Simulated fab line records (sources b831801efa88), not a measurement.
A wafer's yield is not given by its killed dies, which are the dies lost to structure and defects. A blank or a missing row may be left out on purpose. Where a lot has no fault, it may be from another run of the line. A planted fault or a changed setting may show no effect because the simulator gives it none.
fab line records | flow sky130
record: lots: 15 wafers: 45 lastDay: 51
route steps=708 shown VIA2@520 CAPM@540 METAL3@566 VIA3@585
lots untouched by any fault: they come from a run of this same line in which no faults occurred
startH: the number of hours between the record's first day and the start of the first shown wafer of the lot | waitH: hours since the lot's step before | " unchanged from the row above | L1.1+2: a single row standing in for several wafers | - no value, or no start given | * or withheld: withheld | < > ~ a bound
route shown NAME@n: names a module that has steps shown in the file, with the first one's number in the route | usual: mean/standard deviation taken from wafers without a fault | same: alike in all rows | chamber/n: place in a boat | sites: each site's reading | _std_site: the values' standard deviation | _edge_site: outer sites' mean less inner sites' | radiusMm: for every site, how far away it sits from the centre of the wafer | mask NAME#n: copy n | behind: the most recent tool/chamber to have shaped the wafer | hold: why the lot was held/for how many hours/how that ended | device: which transistor (n, p or np) failed to switch | end of line: the tests these same wafers got at the end of their route | a step with no rows: only its recipe | killed: not the wafer's yield, but the dies lost to structure and defects at the first sort | map: dies across one wafer; x = killed, . = not, _ = none there
set.NAME: the setting that was run; set.NAME@STEP: the one run at that earlier step | model.NAME: the simulator's own value behind a step, which no gauge read
the route's steps for a sample of lots (tables are steps, rows are wafers)
services: the hour from which a tool's chamber was out of use, counted from the record's first day as startH (under 0 if before that day), plus the number of hours and why
== steps ==
step: SKY_VIA2_OVL_MEAS_13
usual: VIA2_OVL: -2/5
columns lot.wafer tool chamber startH waitH VIA2_OVL[nm]
L623.1 overlay-02 - 833.82 0.1 -5
L623.2 " - " " -4
L623.4 " - " " -2
L626.1 overlay-01 - 882.72 0.1 -3
L626.4 " - " " -7
L626.5 " - " " 2
L628.1 overlay-01 - 901.72 0.1 4
L628.4 " - " " 3
L628.5 " - " " 0
L629.1 overlay-01 - 916.85 0.1 -10
L629.4 " - " " -2
L629.6 " - " " 1
L631.2 overlay-02 - 917.21 0.1 -5
L631.3 " - " " -3
L631.6 " - " " -12
L630.1 overlay-01 - 921.65 0.1 3
L630.2 " - " " -2
L630.5 " - " " 0
L632.1 overlay-02 - 922.30 0.1 -4
L632.2 " - " " 3
L632.6 " - " " 6
L636.1 overlay-01 - 963.47 0.1 3
L636.4 " - " " 2
L636.6 " - " " 4
L635.1 overlay-02 - 965.55 0.1 0
L635.4 " - " " -11
L635.6 " - " " -4
L634.1 overlay-02 - 966.20 0.1 -11
L634.5 " - " " -14
L634.6 " - " " -3
L637.1 overlay-02 - 968.02 0.1 -6
L637.2 " - " " -5
L637.6 " - " " -5
L643.1 overlay-02 - 996.12 0.1 2
L643.3 " - " " -9
L643.4 " - " " -2
L644.3 overlay-02 - 997.06 0.1 -8
L644.4 " - " " 0
L644.5 " - " " -1
L645.1 overlay-01 - 1002.00 0.1 -5
L645.3 " - " " -10
L645.5 " - " " -7
L646.2 overlay-02 - 1015.01 0.1 6
L646.5 " - " " -7
L646.6 " - " " -2
step: SKY_CAPM_RS_MEAS_03
recipe: thkMeasGauge: four-point-probe reads: TiN_of_CAPM_SPUTTER_02
usual: CAPM_TIN_RS: 6.91/0.064
columns lot.wafer tool chamber startH waitH CAPM_TIN_RS[ohm/sq]
L623.1 filmMetro-02 - 835.57 0.1 6.94
L623.2 " - " " 6.98
L623.4 " - " " 6.98
L626.1 filmMetro-04 - 884.47 0.1 6.90
L626.4 " - " " 6.98
L626.5 " - " " 6.86
L628.1 filmMetro-04 - 903.52 0.1 6.81
L628.4 " - " " 6.89
L628.5 " - " " 6.82
L629.1 filmMetro-04 - 918.60 0.1 6.86
L629.4 " - " " 6.85
L629.6 " - " " 6.88
L631.2 filmMetro-04 - 918.98 0.1 6.75
L631.3 " - " " 6.84
L631.6 " - " " 6.83
L630.1 filmMetro-04 - 923.40 0.1 6.89
L630.2 " - " " 6.88
L630.5 " - " " 6.84
L632.1 filmMetro-04 - 924.05 0.1 6.88
L632.2 " - " " 6.83
L632.6 " - " " 6.86
L636.1 filmMetro-01 - 965.28 0.1 6.95
L636.4 " - " " 6.92
L636.6 " - " " 6.90
L635.1 filmMetro-02 - 967.32 0.1 6.83
L635.4 " - " " 6.87
L635.6 " - " " 6.81
L634.1 filmMetro-02 - 967.99 0.1 6.99
L634.5 " - " " 7.03
L634.6 " - " " 7.05
L637.1 filmMetro-04 - 969.87 0.1 6.98
L637.2 " - " " 6.91
L637.6 " - " " 6.93
L643.1 filmMetro-02 - 997.95 0.1 6.83
L643.3 " - " " 6.83
L643.4 " - " " 6.87
L644.3 filmMetro-04 - 998.87 0.1 6.92
L644.4 " - " " 6.91
L644.5 " - " " 6.91
L645.1 filmMetro-04 - 1003.86 0.1 6.96
L645.3 " - " " 6.97
L645.5 " - " " 7.02
L646.2 filmMetro-01 - 1016.77 0.1 6.84
L646.5 " - " " 6.85
L646.6 " - " " 6.84
step: SKY_METAL3_ETCH_16
recipe: chemistry: N2/H2 target: BARC ionEnergyEv: 200 biasW: 100 pressureMtorr: 30 n2FlowSccm: 100 h2FlowSccm: 200 icpW: 500 stopOn: SiO2 timeS: 88.2 targetDepthA: 600
usual: biasW: 100.0/0.32 chamberPressureMTorr: 30.003/0.026 drypumpMotorCurrentA: 6.0/0.44 oesProductAu: 0.626/0.0048 throttleValvePct: 13.204/0.0098
columns lot.wafer tool chamber startH waitH biasW chamberPressureMTorr drypumpMotorCurrentA oesProductAu rfHoursCounterH throttleValvePct
L623.1 rieMetal-01 0 888.55 0.0 99.5 29.924 5.9 0.628 6 13.211
L623.2 " 1 " " 99.9 29.976 5.2 0.625 3 13.194
L623.4 " 0 " " 99.5 30.019 5.9 0.629 - 13.198
L626.1 rieMetal-02 0 934.54 0.1 99.8 29.975 6.4 0.627 12 13.209
L626.4 " 0 " " 99.9 29.986 6.4 0.622 - 13.177
L626.5 " 0 " " 100.6 30.026 6.4 0.622 - 13.201
L628.1 rieMetal-04 0 952.60 0.0 100.4 29.991 5.9 0.625 1 13.203
L628.4 " 0 " " 100.0 30.010 5.9 0.627 - 13.199
L628.5 " 0 " " 100.2 29.971 5.9 0.628 - 13.196
L629.1 rieMetal-01 1 967.77 0.0 100.7 29.960 5.2 0.631 7 13.202
L629.4 " 0 " " 99.9 30.019 5.9 0.635 - 13.185
L629.6 " 1 " " 100.2 30.009 5.2 0.625 - 13.197
L631.2 rieMetal-02 0 968.44 0.0 100.0 30.013 6.4 0.634 14 13.201
L631.3 " 0 " " 99.7 29.990 6.4 0.630 - 13.199
L631.6 " 0 " " 100.2 29.982 6.4 0.624 - 13.212
L630.1 rieMetal-02 1 972.57 0.0 100.0 30.032 6.1 0.626 1 13.221
L630.2 " 0 " " 99.8 30.030 6.4 0.617 14 13.208
L630.5 " 1 " " 100.1 30.009 6.1 0.627 - 13.205
L632.1 rieMetal-04 1 973.14 0.0 100.4 30.007 6.5 0.621 4 13.216
L632.2 " 0 " " 100.3 30.055 5.9 0.621 2 13.214
L632.6 " 0 " " 100.3 29.961 5.9 0.621 - 13.203
L636.1 rieMetal-01 1 1012.40 0.0 - - - - - -
L636.4 " 1 " " - - - - - -
L636.6 " 0 " " - - - - - -
L635.1 rieMetal-02 1 1013.64 0.0 - - - - - -
L635.4 " 1 " " - - - - - -
L635.6 " 1 " " - - - - - -
L634.1 rieMetal-02 0 1015.75 0.0 - - - - - -
L634.5 " 1 " " - - - - - -
L634.6 " 0 " " - - - - - -
L637.1 rieMetal-04 0 1017.05 0.0 100.1 30.030 5.9 0.626 4 13.192
L637.2 " 1 " " 100.3 30.031 6.6 0.627 6 13.203
L637.6 " 0 " " 100.6 29.988 5.8 0.626 - 13.218
L643.1 rieMetal-02 0 1044.97 0.0 99.8 30.028 6.3 0.623 18 13.200
L643.3 " 0 " " 100.0 30.012 6.3 0.622 - 13.202
L643.4 " 1 " " 100.0 30.022 6.1 0.636 - 13.200
L644.3 rieMetal-01 0 1045.38 0.0 100.0 30.003 5.9 0.625 - 13.210
L644.4 " 1 " " 100.2 30.042 5.2 0.623 - 13.206
L644.5 " 1 " " 99.8 29.977 5.2 0.623 - 13.210
L645.1 rieMetal-01 0 1049.10 0.1 99.4 29.990 5.9 0.632 15 13.207
L645.3 " 0 " " 99.7 30.053 5.9 0.625 - 13.208
L645.5 " 0 " " 99.5 29.997 5.9 0.628 - 13.208
L646.2 rieMetal-04 0 1061.72 0.0 100.1 30.015 5.9 0.621 7 13.213
L646.5 " 0 " " 99.9 30.019 5.9 0.622 - 13.192
L646.6 " 1 " " 100.0 29.986 6.5 0.617 - 13.193
step: SKY_METAL3_ETCH_17
recipe: target: SiO2 stopOn: TiN chemistry: C4F8/O2/Ar sourceW: 1500 biasW: 1200 pressureMtorr: 40 c4f8FlowSccm: withheld O2_flow_sccm: 6 Ar_flow_sccm: 300 timeS: 3.9 targetDepthA: 150
usual: biasW: 1200/3.5 chamberPressureMTorr: 40.00/0.035 oesProductAu: 0.757/0.0072
columns lot.wafer tool chamber startH waitH biasW chamberPressureMTorr oesProductAu rfHoursCounterH
L623.1 rieDiel-04 0 888.65 0.1 1197 39.96 0.747 10
L623.2 " 2 " " 1203 39.99 0.740 18
L623.4 " 1 " " 1202 40.01 0.754 12
L626.1 rieDiel-04 0 934.73 0.2 1203 40.01 0.747 11
L626.4 " 3 " " 1202 39.99 0.759 9
L626.5 " 3 " " 1197 40.00 0.750 -
L628.1 rieDiel-04 3 952.70 0.1 1199 39.97 0.772 9
L628.4 " 1 " " 1204 39.98 0.761 14
L628.5 " 0 " " 1207 40.07 0.764 -
L629.1 rieDiel-03 3 967.87 0.1 1200 39.98 0.749 18
L629.4 " 1 " " 1199 39.98 0.757 13
L629.6 " 0 " " 1197 40.04 0.759 -
L631.2 rieDiel-01 3 968.53 0.1 1204 40.03 0.760 10
L631.3 " 0 " " 1205 39.99 0.764 22
L631.6 " 2 " " 1199 39.97 0.762 -
L630.1 rieDiel-04 1 972.67 0.1 1203 39.97 0.754 14
L630.2 " 3 " " 1195 39.97 0.758 10
L630.5 " 0 " " 1196 39.94 0.761 -
L632.1 rieDiel-03 3 973.23 0.1 1197 40.08 0.766 19
L632.2 " 0 " " 1201 40.03 0.756 4
L632.6 " 1 " " 1195 40.01 0.758 -
L636.1 rieDiel-03 3 1012.50 0.1 1195 40.01 0.369 20
L636.4 " 1 " " 1197 40.02 0.364 14
L636.6 " 0 " " 1204 40.00 0.376 -
L635.1 rieDiel-01 1 1013.73 0.1 1207 39.99 0.372 7
L635.4 " 2 " " 1200 39.98 0.374 5
L635.6 " 1 " " 1202 40.02 0.384 -
L634.1 rieDiel-01 3 1015.85 0.1 1202 40.02 0.373 11
L634.5 " 3 " " 1202 40.06 0.370 -
L634.6 " 2 " " 1201 40.03 0.377 -
L637.1 rieDiel-03 1 1017.15 0.1 1202 39.97 0.763 15
L637.2 " 2 " " 1198 39.95 0.764 13
L637.6 " 3 " " 1197 39.97 0.752 -
L643.1 rieDiel-03 3 1045.07 0.1 1196 39.99 0.751 21
L643.3 " 1 " " 1202 40.02 0.756 16
L643.4 " 0 " " 1195 40.01 0.758 6
L644.3 rieDiel-01 0 1045.44 0.0 1198 40.00 0.746 0
L644.4 " 1 " " 1204 39.95 0.753 8
L644.5 " 2 " " 1198 40.01 0.756 -
L645.1 rieDiel-01 0 1049.30 0.2 1203 39.97 0.748 0
L645.3 " 3 " " 1205 39.97 0.742 12
L645.5 " 1 " " 1202 39.97 0.762 -
L646.2 rieDiel-01 0 1061.82 0.1 1203 40.00 0.752 0
L646.5 " 0 " " 1202 39.96 0.753 -
L646.6 " 1 " " 1204 40.03 0.762 -
step: SKY_METAL3_STRIP_19
recipe: chemistry: O2/N2 powerW: 1400 pressureMtorr: 1500 platenTempC: withheld o2FlowSccm: 3000 n2FlowSccm: 300 overashFraction: 0.5
usual: drypumpMotorCurrentA: 5.7/0.4 oesProductAu: 0.508/0.0052 stripTimeToEndpointS: 6.68/0.078
columns lot.wafer tool chamber startH waitH drypumpMotorCurrentA oesProductAu rfHoursCounterH stripTimeToEndpointS
L623.1 plasmaAsher-02 1 888.85 0.1 5.4 0.507 45 6.69
L623.2 " 0 " " 5.1 0.504 45 6.70
L623.4 " 1 " " 5.4 0.512 - 6.67
L626.1 plasmaAsher-04 0 934.93 0.1 6.2 0.512 110 6.81
L626.4 " 0 " " 6.1 0.509 - 6.70
L626.5 " 1 " " 6.1 0.508 - 6.72
L628.1 plasmaAsher-04 0 952.90 0.1 6.1 0.514 112 6.63
L628.4 " 0 " " 6.2 0.509 - 6.61
L628.5 " 0 " " 6.1 0.504 - 6.58
L629.1 plasmaAsher-03 0 968.06 0.1 5.3 0.507 86 6.64
L629.4 " 0 " " 5.3 0.507 - 6.63
L629.6 " 0 " " 5.3 0.507 - 6.71
L631.2 plasmaAsher-03 0 968.73 0.1 5.3 0.510 86 6.70
L631.3 " 1 " " 5.9 0.510 - 6.79
L631.6 " 0 " " 5.3 0.517 - 6.80
L630.1 plasmaAsher-03 0 972.86 0.1 5.3 0.515 86 6.70
L630.2 " 1 " " 5.9 0.517 86 6.81
L630.5 " 0 " " 5.3 0.505 - 6.78
L632.1 plasmaAsher-04 0 973.43 0.1 6.1 0.511 115 6.73
L632.2 " 1 " " 6.1 0.506 115 6.66
L632.6 " 0 " " 6.1 0.506 - 6.73
L636.1 plasmaAsher-03 1 1012.70 0.1 5.9 0.537 91 7.21
L636.4 " 1 " " 5.9 0.536 - 7.24
L636.6 " 1 " " 5.9 0.517 - 7.15
L635.1 plasmaAsher-03 1 1013.93 0.1 5.9 0.523 91 7.16
L635.4 " 1 " " 5.9 0.523 - 7.13
L635.6 " 1 " " 5.9 0.536 - 7.30
L634.1 plasmaAsher-02 1 1016.05 0.1 5.4 0.536 54 7.21
L634.5 " 1 " " 5.4 0.527 - 7.18
L634.6 " 0 " " 5.1 0.533 - 7.28
L637.1 plasmaAsher-04 0 1017.35 0.1 6.1 0.510 119 6.59
L637.2 " 1 " " 6.1 0.511 119 6.75
L637.6 " 0 " " 6.1 0.513 - 6.61
L643.1 plasmaAsher-04 1 1045.26 0.1 6.1 0.509 123 6.69
L643.3 " 1 " " 6.1 0.505 - 6.61
L643.4 " 0 " " 6.1 0.498 - 6.65
L644.3 plasmaAsher-03 0 1045.67 0.1 5.3 0.502 - 6.66
L644.4 " 1 " " 6.0 0.501 - 6.70
L644.5 " 1 " " 5.9 0.506 - 6.59
L645.1 plasmaAsher-02 1 1049.49 0.1 5.4 0.510 56 6.65
L645.3 " 0 " " 5.1 0.507 - 6.63
L645.5 " 0 " " 5.1 0.518 - 6.66
L646.2 plasmaAsher-02 1 1062.01 0.1 5.4 0.513 57 6.70
L646.5 " 1 " " 5.3 0.512 - 6.75
L646.6 " 0 " " 5.1 0.507 - 6.65
step: SKY_VIA3_CD_MEAS_12
recipe: targetCdNm: 200
usual: cdNm: 200.1/1.7
columns lot.wafer tool chamber startH waitH cdNm
L623.1 cdSem-02 - 914.73 - 199.1
L623.2 " - " " 197.6
L623.4 " - " " 197.8
L626.1 cdSem-02 - 960.61 - 196.9
L626.4 " - " " 198.7
L626.5 " - " " 196.7
L628.1 cdSem-02 - 978.63 - 198.8
L628.4 " - " " 198.9
L628.5 " - " " 199.2
L629.1 cdSem-02 - 992.62 - 202.2
L629.4 " - " " 200.1
L629.6 " - " " 200.5
L631.2 cdSem-01 - 993.65 - 199.1
L631.3 " - " " 200.1
L631.6 " - " " 199.0
L630.1 cdSem-02 - 997.28 - 200.8
L630.2 " - " " 200.3
L630.5 " - " " 200.9
L632.1 cdSem-01 - 997.97 - 201.7
L632.2 " - " " 200.1
L632.6 " - " " 200.3
L637.1 cdSem-02 - 1041.67 - 198.0
L637.2 " - " " 200.5
L637.6 " - " " 200.4
L643.1 cdSem-01 - 1067.54 - 201.3
L643.3 " - " " 200.7
L643.4 " - " " 199.9
L644.3 cdSem-01 - 1068.06 - 199.6
L644.4 " - " " 201.3
L644.5 " - " " 200.8
L645.1 cdSem-01 - 1072.02 - 205.3
L645.3 " - " " 202.6
L645.5 " - " " 203.9
L646.2 cdSem-01 - 1084.00 - 199.0
L646.5 " - " " 199.7
L646.6 " - " " 199.6
== services ==
columns tool chamber startH hours kind
rieMetal-04 0 870.25 25.8 repair
rieDiel-04 3 892.76 15.7 repair
rieDiel-03 1 893.40 3.9 repair
plasmaAsher-04 - 899.44 2.8 pm
rieMetal-02 1 932.29 - clean
rieMetal-02 1 932.29 19.4 scheduledDown
rieMetal-02 1 932.29 19.4 ventCycle
rieMetal-02 - 948.00 1.4 pm
plasmaAsher-02 - 959.04 2.8 pm
plasmaAsher-02 - 961.79 28.1 pm
rieDiel-03 0 968.14 4.5 repair
rieDiel-03 2 971.56 6.0 repair
rieDiel-01 - 974.72 14.6 pm
rieDiel-03 - 992.80 14.6 pm
rieDiel-04 2 994.08 6.2 repair
rieDiel-01 3 1006.96 6.3 repair
rieDiel-01 0 1020.68 - clean
rieDiel-01 0 1020.68 18.5 scheduledDown
rieDiel-01 0 1020.68 18.5 ventCycle
plasmaAsher-02 - 1020.99 14.6 pm
rieMetal-01 1 1047.91 1.8 repair
plasmaAsher-04 - 1055.25 9.0 pm
plasmaAsher-04 0 1055.25 9.0 ventCycle
plasmaAsher-04 1 1055.25 9.0 ventCycle
== key ==
firstSign: step: SKY_METAL3_ETCH_16 reading: toolRecord direction: missing
effect: step: SKY_METAL3_ETCH_17 reading: oesProductAu direction: down sigmas: 53 usual: 0.757 struck: 0.373
effect: step: SKY_METAL3_STRIP_19 reading: stripTimeToEndpointS direction: up sigmas: 6.7 usual: * struck: *
metAt SKY_METAL3_ETCH_16
struckLots L634,L635,L636
laterRowsLeftOut L634.1,L634.5,L634.6,L635.1,L635.4,L635.6,L636.1,L636.4,L636.6
sortLeftOut L634.1,L634.5,L634.6,L635.1,L635.4,L635.6,L636.1,L636.4,L636.6
notActingAt SKY_VIA2_OVL_MEAS_13,SKY_CAPM_RS_MEAS_03,SKY_VIA3_CD_MEAS_12
onsetBetween 972.57 1012.40
fault: kind: skippedStepWhole tool: rieMetal-01,rieMetal-02 chamber: - onsetH: 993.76 steps: SKY_METAL3_ETCH_16 scope: struckLotsOnly
sortLeftOut: the simulated sort isn't trusted on such a fault, so these wafers' sort isn't shown, and their yield isn't known
laterRowsLeftOut: the simulator's readings of these wafers behind a module that went badly wrong aren't trusted and aren't shown, but for the sort
